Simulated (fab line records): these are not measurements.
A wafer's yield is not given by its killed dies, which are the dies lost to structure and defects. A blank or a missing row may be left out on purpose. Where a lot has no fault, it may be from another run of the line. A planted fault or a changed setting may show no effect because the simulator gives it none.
Which tool was responsible?    flow sky130    11 lots, 33 wafers sampled, at 4 steps of a route of 708

WHAT THE GAUGES READ, wafer by wafer
SKY_METAL4_OVL_MEAS_14. Usual: METAL4_OVL 0 nm, standard deviation 5.1.
lot   measured      on          METAL4_OVL (nm)  flag
L501  day 41 08:16  overlay-01  1 -5 -3          
L502  day 42 09:34  overlay-02  -4 -2 0          
L503  day 42 23:25  overlay-02  -1 9 1           
L506  day 43 23:04  overlay-02  4 2 -1           
L508  day 43 23:46  overlay-02  2 10 8           
L515  day 45 18:16  overlay-02  -3 -7 -4         
L517  day 45 22:39  overlay-01  -2 -1 4          
L518  day 46 06:16  overlay-02  -9 0 -4          
L522  day 47 09:10  overlay-01  10 -2 4          
L521  day 47 11:58  overlay-02  -8 -7 -1         
L524  day 47 23:04  overlay-02  8 5 -3           

WHICH TOOL RAN EACH LOT (tool, then ch and the chambers of the sampled wafers, then the start)
lot   SKY_METAL3_ETCH_17                  SKY_METAL4_SPUTTER_00         SKY_METAL4_SPUTTER_02
L501  rie-diel-01 ch 1,3, day 38 02:58    pvd-sputter-04, day 39 07:18  pvd-sputter-04, day 39 07:21
L502  rie-diel-03 ch 0,2, day 39 06:31    pvd-sputter-04, day 40 09:56  pvd-sputter-04, day 40 09:59
L503  rie-diel-03 ch 0,1,2, day 39 20:59  pvd-sputter-04, day 40 23:39  pvd-sputter-04, day 40 23:42
L506  rie-diel-03 ch 0,1,3, day 40 21:27  pvd-sputter-04, day 42 00:24  pvd-sputter-04, day 42 00:27
L508  rie-diel-01 ch 0,1, day 40 23:07    pvd-sputter-03, day 42 01:58  pvd-sputter-03, day 42 02:01
L515  rie-diel-02 ch 0,2,3, day 42 20:47  pvd-sputter-03, day 43 22:29  pvd-sputter-03, day 43 22:32
L517  rie-diel-03 ch 0,1,2, day 43 01:22  pvd-sputter-04, day 44 03:15  pvd-sputter-04, day 44 03:19
L518  rie-diel-01 ch 0,1, day 43 11:23    pvd-sputter-04, day 44 12:31  pvd-sputter-04, day 44 12:34
L522  rie-diel-03 ch 1,3, day 44 15:04    pvd-sputter-01, day 45 15:45  pvd-sputter-01, day 45 15:48
L521  rie-diel-01 ch 0,2,3, day 44 17:31  pvd-sputter-03, day 45 17:37  pvd-sputter-03, day 45 17:40
L524  rie-diel-03 ch 1,2,3, day 45 05:04  pvd-sputter-03, day 46 05:05  pvd-sputter-03, day 46 05:08
- SKY_METAL3_ETCH_17: etches SiO2 in C4F8/O2/Ar, stops on TiN, time 3.9 s, target depth 15 nm.
- SKY_METAL4_SPUTTER_00: material Ti, target thk 15 nm, time 10 s.
- SKY_METAL4_SPUTTER_02: material AlCu, target thk 735 nm, time 39.1 s.

AS READ BY THE TOOLS THEMSELVES (means over the sampled wafers that have a number; for cases with no such wafer, the mark the record gives instead)
SKY_METAL3_ETCH_17. Usual: oes-product-au reads 0.754 a.u. (standard deviation 0.0065).
lot   tool         oes-product-au (a.u.)  flag
L501  rie-diel-01  0.761                  
L502  rie-diel-03  0.746                  
L503  rie-diel-03  0.757                  
L506  rie-diel-03  0.747                  
L508  rie-diel-01  0.756                  
L515  rie-diel-02  0.758                  
L517  rie-diel-03  0.758                  
L518  rie-diel-01  0.757                  
L522  rie-diel-03  0.757                  
L521  rie-diel-01  0.752                  
L524  rie-diel-03  0.753                  

SKY_METAL4_SPUTTER_00. Usual: throttle-valve-pct reads 29.7 % (standard deviation 0.67).
lot   tool            throttle-valve-pct (%)  flag
L501  pvd-sputter-04  30.0                    
L502  pvd-sputter-04  29.9                    
L503  pvd-sputter-04  30.2                    
L506  pvd-sputter-04  29.8                    
L508  pvd-sputter-03  29.6                    
L515  pvd-sputter-03  29.2                    
L517  pvd-sputter-04  30.2                    
L518  pvd-sputter-04  29.7                    
L522  pvd-sputter-01  29.5                    
L521  pvd-sputter-03  29.6                    
L524  pvd-sputter-03  29.4                    

SKY_METAL4_SPUTTER_02. Usual: throttle-valve-pct reads 29.7 % (standard deviation 0.67).
lot   tool            throttle-valve-pct (%)  flag
L501  pvd-sputter-04  30.2                    
L502  pvd-sputter-04  29.9                    
L503  pvd-sputter-04  30.2                    
L506  pvd-sputter-04  29.9                    
L508  pvd-sputter-03  29.7                    
L515  pvd-sputter-03  29.2                    
L517  pvd-sputter-04  30.3                    
L518  pvd-sputter-04  29.6                    
L522  pvd-sputter-01  29.5                    
L521  pvd-sputter-03  29.8                    
L524  pvd-sputter-03  29.4                    

THE ANSWER, worked out from the rows above alone
Rule: a lot is off if the mean of its wafers that have a number lies more than 3 standard deviations from the usual mean. Also off: a lot with no number at a reading for which 4 or more lots have one. The other lots that the step has rows for count as sound. The gauges are gone through in route order, then the tools' own readings, and for those a lot's mean is taken as printed above. At the first step where some lot is off, the reading lying furthest off is the one used; lots without a number count as furthest.
No lot is off on any of the readings shown, so nothing can be concluded from this.

WHAT THE SIMULATOR PUT IN
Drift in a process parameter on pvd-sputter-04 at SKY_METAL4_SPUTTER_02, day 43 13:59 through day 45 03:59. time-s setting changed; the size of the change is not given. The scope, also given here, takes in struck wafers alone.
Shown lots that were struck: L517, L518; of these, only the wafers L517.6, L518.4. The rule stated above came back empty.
